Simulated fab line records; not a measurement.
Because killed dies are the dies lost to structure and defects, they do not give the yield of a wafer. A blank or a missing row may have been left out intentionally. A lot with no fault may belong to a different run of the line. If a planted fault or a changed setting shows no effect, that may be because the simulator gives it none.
fab line records -- flow sky130
record: lots: 6, wafers: 18, last-day: 49
route steps=708 shown SONOS_TUNNEL@166 SONOS_ONO@168
lots that met no fault: taken from a fault-free run of the same line
start-h: hours from the record's opening day to when the first of the lot's shown wafers began -- wait-h: time in hours since the lot's previous step -- " identical to the entry in the row above -- L1.1+2: several wafers, shown together as one row -- - no value present, or no start provided -- * or withheld: withheld -- < > ~ a bound
route shown NAME@n: a module of which the file shows steps, and the number in the route of the first -- usual: mean and standard deviation over wafers with no fault -- same: alike in all rows -- chamber/n: place in a boat -- sites: the reading at each site -- _std_site: their standard deviation -- _edge_site: inner sites' mean taken away from outer sites' mean -- radius-mm: how far each site lies from the wafer's centre -- mask NAME#n: copy n -- behind: the tool/chamber that last shaped the wafer -- hold: why the lot was held/for how many hours/how that ended -- device: whichever transistor did not switch (one of n, p or np) -- end of line: the route-end tests of the same wafers -- step lacking rows: just its recipe -- killed: dies lost to structure and defects at the first sort, not the wafer's yield -- map: the dies of a wafer, with x for killed, . for not killed, _ for no die there
set.NAME: the setting as run; set.NAME@STEP: as run at that earlier step -- model.NAME: the simulator's own value behind a step, which no gauge read
a table for each step, a row for each wafer; lots at some steps of the route
services: when a tool's chamber went out of use (start-h, in hours from the record's first day, below 0 if earlier), for how many hours, and the reason
== steps ==
step: SKY_SONOS_TUNNEL_TW_MEAS_12
usual: SONOS_TUNNEL_TW: 196.3/1.5
lot.wafer,tool,chamber,start-h,wait-h,SONOS_TUNNEL_TW
L153.1,film-metro-02,-,251.35,0.0,194.4
L153.2,film-metro-02,-,251.35,0.0,194.7
L153.4,film-metro-02,-,251.35,0.0,195.4
L156.3,film-metro-04,-,274.38,0.0,195.2
L156.4,film-metro-04,-,274.38,0.0,196.0
L156.5,film-metro-04,-,274.38,0.0,196.5
L162.1,film-metro-02,-,348.53,0.0,195.8
L162.3,film-metro-02,-,348.53,0.0,195.2
L162.4,film-metro-02,-,348.53,0.0,194.4
L165.3,film-metro-04,-,374.85,0.0,197.0
L165.4,film-metro-04,-,374.85,0.0,198.0
L165.6,film-metro-04,-,374.85,0.0,196.7
L168.2,film-metro-02,-,388.89,0.0,195.4
L168.5,film-metro-02,-,388.89,0.0,196.3
L168.6,film-metro-02,-,388.89,0.0,195.3
L169.1,film-metro-04,-,397.53,0.0,197.6
L169.3,film-metro-04,-,397.53,0.0,198.0
L169.4,film-metro-04,-,397.53,0.0,197.0
step: SKY_SONOS_TUNNEL_CLEAN_13
recipe: chemistry: dHF, time-s: 20, dilution: 100:1, dry: ipa-marangoni
step: SKY_SONOS_ONO_OXIDATION_00
recipe: temp-c: 800, ambient: O2, idle-temp-c: 700, ramp-up-c-per-min: 10, ramp-down-c-per-min: 3, stabilise-s: 600, purge-s: 300, target-thk-a: 26, ox-time-s: 1249
step: SKY_SONOS_ONO_THK_MEAS_01
recipe: reads: SiO2_of_SONOS_ONO_OXIDATION_00
usual: SONOS_ONO_OXIDATION_THK: 2.59/0.059
lot.wafer,tool,chamber,start-h,wait-h,SONOS_ONO_OXIDATION_THK[nm]
L153.1,film-metro-02,-,256.37,0.0,2.61
L153.2,film-metro-02,-,256.37,0.0,2.64
L153.4,film-metro-02,-,256.37,0.0,2.67
L156.3,film-metro-01,-,275.80,0.0,2.64
L156.4,film-metro-01,-,275.80,0.0,2.64
L156.5,film-metro-01,-,275.80,0.0,2.64
L162.1,film-metro-01,-,352.49,0.0,2.58
L162.3,film-metro-01,-,352.49,0.0,2.62
L162.4,film-metro-01,-,352.49,0.0,2.55
L165.3,film-metro-01,-,376.78,0.0,2.65
L165.4,film-metro-01,-,376.78,0.0,2.67
L165.6,film-metro-01,-,376.78,0.0,2.61
L168.2,film-metro-02,-,390.49,0.0,2.62
L168.5,film-metro-02,-,390.49,0.0,2.62
L168.6,film-metro-02,-,390.49,0.0,2.62
L169.1,film-metro-03,-,398.95,0.0,2.65
L169.3,film-metro-03,-,398.95,0.0,2.62
L169.4,film-metro-03,-,398.95,0.0,2.60
step: SKY_SONOS_ONO_CVD_02
recipe: material: Si3N4, precursor: DCS/NH3, target-thk-nm: 10.5, temp-c: 770, time-s: 180, pressure-mtorr: 250
step: SKY_SONOS_ONO_THK_MEAS_03
recipe: reads: Si3N4_of_SONOS_ONO_CVD_02
usual: SONOS_ONO_CVD_02_THK: 10.47/0.17
lot.wafer,tool,chamber,start-h,wait-h,SONOS_ONO_CVD_02_THK[nm]
L153.1,film-metro-01,-,258.48,0.0,10.43
L153.2,film-metro-01,-,258.48,0.0,10.19
L153.4,film-metro-01,-,258.48,0.0,10.27
L156.3,film-metro-02,-,278.12,0.0,10.42
L156.4,film-metro-02,-,278.12,0.0,10.27
L156.5,film-metro-02,-,278.12,0.0,10.31
L162.1,film-metro-03,-,353.60,0.0,10.47
L162.3,film-metro-03,-,353.60,0.0,10.48
L162.4,film-metro-03,-,353.60,0.0,10.64
L165.3,film-metro-02,-,378.40,0.0,10.48
L165.4,film-metro-02,-,378.40,0.0,10.45
L165.6,film-metro-02,-,378.40,0.0,10.50
L168.2,film-metro-01,-,392.13,0.0,10.83
L168.5,film-metro-01,-,392.13,0.0,10.83
L168.6,film-metro-01,-,392.13,0.0,10.79
L169.1,film-metro-02,-,400.36,0.0,10.37
L169.3,film-metro-02,-,400.36,0.0,10.41
L169.4,film-metro-02,-,400.36,0.0,10.33
step: SKY_SONOS_ONO_CVD_04
recipe: material: SiO2, precursor: SiH4/N2O, target-thk-nm: 5.7199, temp-c: 900, pressure-mtorr: 400
step: SKY_SONOS_ONO_THK_MEAS_05
recipe: reads: SiO2_of_SONOS_ONO_CVD_04
usual: SONOS_ONO_CVD_04_THK: 5.71/0.14
lot.wafer,tool,chamber,start-h,wait-h,SONOS_ONO_CVD_04_THK[nm]
L153.1,film-metro-03,-,259.79,0.0,5.80
L153.2,film-metro-03,-,259.79,0.0,5.72
L153.4,film-metro-03,-,259.79,0.0,5.72
L156.3,film-metro-02,-,280.06,0.0,5.79
L156.4,film-metro-02,-,280.06,0.0,5.73
L156.5,film-metro-02,-,280.06,0.0,5.73
L162.1,film-metro-02,-,354.91,0.0,5.69
L162.3,film-metro-02,-,354.91,0.0,5.66
L162.4,film-metro-02,-,354.91,0.0,5.59
L165.3,film-metro-01,-,379.71,0.0,5.46
L165.4,film-metro-01,-,379.71,0.0,5.55
L165.6,film-metro-01,-,379.71,0.0,5.46
L168.2,film-metro-01,-,393.44,0.0,5.36
L168.5,film-metro-01,-,393.44,0.0,5.59
L168.6,film-metro-01,-,393.44,0.0,5.49
L169.1,film-metro-02,-,401.67,0.0,5.80
L169.3,film-metro-02,-,401.67,0.0,5.65
L169.4,film-metro-02,-,401.67,0.0,5.74
step: SKY_SONOS_ONO_DEHYDRATE_06
recipe: temp-c: 200, time-s: 60
step: SKY_SONOS_ONO_HMDS_07
recipe: prime-time-s: 60, prime-temp-c: 120
step: SKY_SONOS_ONO_COAT_08
recipe: resist: NOVOLAK, spin-rpm: 3000, resist-thk-nm: 1140
step: SKY_SONOS_ONO_SOFTBAKE_09
recipe: temp-c: 90, time-s: 60, resist: NOVOLAK
step: SKY_SONOS_ONO_EXPOSE_10
recipe: mask-id: ONOM, target-cd-nm: 410, na: 0.6, source-shape: conventional, sigma-outer: 0.6, dose-mj: 150
usual: exposure-dose-mJ-cm2: 149.91/0.16, focus-offset-nm: 0.1/0.52
lot.wafer,tool,chamber,start-h,wait-h,mask,exposure-dose-mJ-cm2,focus-offset-nm
L153.1,iline-stepper-01,0,271.65,-,ONOM#0,149.74,0.3
L153.2,iline-stepper-01,0,271.65,-,ONOM#0,149.95,0.3
L153.4,iline-stepper-01,0,271.65,-,ONOM#0,149.85,0.4
L156.3,iline-stepper-01,0,292.76,-,ONOM#0,149.94,-0.5
L156.4,iline-stepper-01,0,292.76,-,ONOM#0,149.86,-0.1
L156.5,iline-stepper-01,0,292.76,-,ONOM#0,149.81,0.2
L162.1,iline-stepper-02,0,368.64,-,ONOM#0,149.93,-0.3
L162.3,iline-stepper-02,0,368.64,-,ONOM#0,149.73,0.5
L162.4,iline-stepper-02,0,368.64,-,ONOM#0,149.78,0.2
L165.3,iline-stepper-01,-,394.10,-,ONOM#0,-,-
L165.4,iline-stepper-01,-,394.10,-,ONOM#0,-,-
L165.6,iline-stepper-01,-,394.10,-,ONOM#0,-,-
L168.2,iline-stepper-01,-,408.54,-,ONOM#0,-,-
L168.5,iline-stepper-01,-,408.54,-,ONOM#0,-,-
L168.6,iline-stepper-01,-,408.54,-,ONOM#0,-,-
L169.1,iline-stepper-01,0,416.84,-,ONOM#0,149.94,0.6
L169.3,iline-stepper-01,0,416.84,-,ONOM#0,150.00,0.8
L169.4,iline-stepper-01,0,416.84,-,ONOM#0,149.85,0.4
step: SKY_SONOS_ONO_PEB_11
recipe: temp-c: withheld, time-s: *, resist: NOVOLAK
== services ==
tool,chamber,start-h,hours,kind
iline-stepper-02,-,261.93,18.6,repair
iline-stepper-01,-,296.19,2.1,pm
iline-stepper-01,-,298.27,-,consumable-replace:lamp
iline-stepper-01,-,335.96,1.7,pm
iline-stepper-02,0,362.82,-,calibration
iline-stepper-01,0,385.41,-,calibration
iline-stepper-02,-,389.23,1.7,pm
== key ==
first-sign: step: SKY_SONOS_ONO_EXPOSE_10, reading: tool-record, direction: missing
effect none on later readings
met-at SKY_SONOS_ONO_EXPOSE_10
struck-wafers L165.3,L165.4,L165.6,L168.2,L168.5,L168.6
later-rows-left-out L165.3,L165.4,L165.6,L168.2,L168.5,L168.6
sort-left-out L165.3,L165.4,L165.6,L168.2,L168.5,L168.6
tester-left-out L165,L168
onset-between 292.76 394.10
fault: kind: skipped-step-whole, tool: iline-stepper-01, chamber: -, onset-h: 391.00, steps: SKY_SONOS_ONO_EXPOSE_10, scope: struck-lots-only
tester-left-out: of these lots the tester's yield and bins aren't shown, on N5 and GAA mostly nor the transistor test; their killed dies are dies lost to structure and defects alone, not to doping, threshold or leakage, so they don't give the yield
sort-left-out: the simulated sort isn't trusted on such a fault, so these wafers' sort isn't shown, and their yield isn't known
later-rows-left-out: the simulator's readings of these wafers behind a module that went badly wrong aren't trusted and aren't shown, but for the sort
